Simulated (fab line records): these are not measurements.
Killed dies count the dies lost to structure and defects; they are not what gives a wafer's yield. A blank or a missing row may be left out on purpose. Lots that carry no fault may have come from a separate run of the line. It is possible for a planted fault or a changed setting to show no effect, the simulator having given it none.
Which tool did it? + flow sfqLine + 14 lots, 42 wafers sampled, at 1 step of a route of 325

== WHAT EACH GAUGE READ, for each wafer ==
Not one reading of a measure or inspect step in the record can be checked against a usual standard deviation.

== WHAT TOOL EACH LOT RAN ON (gives the tool, then ch and the chambers of the sampled wafers, and finally the start) ==
| lot  | SFQ_TRILAYER_JJ_TRILAYER_DEP_PRE_CLEAN_113 |
|------|--------------------------------------------|
| L120 | pvdSputter-03, day 47 13:56                |
| L122 | pvdSputter-03, day 47 18:44                |
| L125 | pvdSputter-06, day 48 18:44                |
| L126 | pvdSputter-05, day 48 21:08                |
| L127 | pvdSputter-06, day 48 23:32                |
| L128 | pvdSputter-05, day 49 00:44                |
| L133 | pvdSputter-05, day 51 22:34                |
| L134 | pvdSputter-06, day 52 04:34                |
| L136 | pvdSputter-06, day 52 20:16                |
| L138 | pvdSputter-06, day 55 14:36                |
| L140 | pvdSputter-05, day 61 08:44                |
| L141 | pvdSputter-03, day 61 13:32                |
| L142 | pvdSputter-05, day 61 15:56                |
| L143 | pvdSputter-03, day 61 20:44                |
- SFQ_TRILAYER_JJ_TRILAYER_DEP_PRE_CLEAN_113: time 22.5 s.

== AS READ BY THE TOOLS THEMSELVES (means over the sampled wafers that have a number; for cases with no such wafer, the mark the record gives instead) ==
SFQ_TRILAYER_JJ_TRILAYER_DEP_PRE_CLEAN_113.
| lot  | tool          | biasV (V) |
|------|---------------|-----------|
| L120 | pvdSputter-03 | 253.2     |
| L122 | pvdSputter-03 | 251.3     |
| L125 | pvdSputter-06 | 250.5     |
| L126 | pvdSputter-05 | 249.2     |
| L127 | pvdSputter-06 | -         |
| L128 | pvdSputter-05 | -         |
| L133 | pvdSputter-05 | 249.3     |
| L134 | pvdSputter-06 | 250.2     |
| L136 | pvdSputter-06 | 250.6     |
| L138 | pvdSputter-06 | 249.2     |
| L140 | pvdSputter-05 | 250.2     |
| L141 | pvdSputter-03 | 247.6     |
| L142 | pvdSputter-05 | 249.4     |
| L143 | pvdSputter-03 | 251.8     |

== THE ANSWER, worked out from the rows above alone ==
Rule: the lots themselves supply what counts as usual. The widest of any qualifying gaps counts: lots, ordered by their means at a reading, are off when they make up no more than a third of the lots, leave a main group of 4 or more, and stand apart from it by 3 or more times the standard deviation of that group's means. Not used: any main group whose means are identical at the precision the tables above print for the reading. A lot without any number at a reading at which 4 lots or more have one is off too. Where the step has rows for the other lots, those lots are counted as sound. After the gauges, taken in route order, come the tools' own readings; for these a lot's mean is taken, as printed above. The first step at which some lot is off is used, and at that step the reading that is off furthest; a lot without a number counts as furthest.
Off: L127, L128, at SFQ_TRILAYER_JJ_TRILAYER_DEP_PRE_CLEAN_113 (biasV). Without a number there: L127, L128. Mean 250.2 V and standard deviation 1.4 in the main group.
A tool fits if, at that step or a process step before it, it ran every lot that is off, and no sound lot after the first of them. Of those tried, none fits.

== WHAT THE SIMULATOR HAD PUT IN ==
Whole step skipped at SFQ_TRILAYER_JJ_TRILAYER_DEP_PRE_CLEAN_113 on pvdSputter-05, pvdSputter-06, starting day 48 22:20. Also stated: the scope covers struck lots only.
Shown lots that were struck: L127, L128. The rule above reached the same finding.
